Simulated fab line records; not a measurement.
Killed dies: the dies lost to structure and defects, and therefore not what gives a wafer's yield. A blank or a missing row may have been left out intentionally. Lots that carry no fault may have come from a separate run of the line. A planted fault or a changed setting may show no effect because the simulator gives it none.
Chamber matching -- flow gf180mcu -- GF_V1_CMP_04 on cmp-01: 4 sister chambers
The step polishes SiO2. 4 wafers are shown with their chamber, then 9 later ones without.

== EACH WAFER AND ITS CHAMBER ==
wafer,chamber,motorCurrentA (A)
L592.4,1,13.5
L593.1,3,10.2
L596.3,2,11.8
L596.6,0,12.4

== WAFERS WITH NO CHAMBER GIVEN ==
wafer,motorCurrentA (A)
L600.1,13.1
L600.4,10.8
L600.6,12.0
L606.2,11.4
L606.3,9.7
L607.2,10.3
L607.6,10.2
L609.3,11.2
L609.4,13.7

== CHAMBER TAKEN BY EACH ==
wafer,from the rows above,in truth
L600.1,can't be placed: 1 or 0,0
L600.4,can't be placed: 3 or 2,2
L600.6,can't be placed: 2 or 0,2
L606.2,can't be placed: 2 or 0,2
L606.3,3,3
L607.2,3,3
L607.6,3,3
L609.3,can't be placed: 2 or 3 or 0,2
L609.4,1,1
Correctly placed: 4 of 9. Can't be placed from these rows: 5 (the true chamber is among the candidates in 5). Number placed wrongly: 0.
How it was worked out, from the rows above alone: a wafer's distance from a chamber is the root of the sum, over the readings, of the square of ((its reading less the chamber's mean) divided by the reading's scatter). The wafer belongs to the nearest chamber; if the next one is less than 2 further off, it can't be placed. Each chamber's mean is taken over the wafers shown for it. The scatter: root of mean squared gap, hidden wafer to nearest shown wafer, with one shown wafer a chamber.
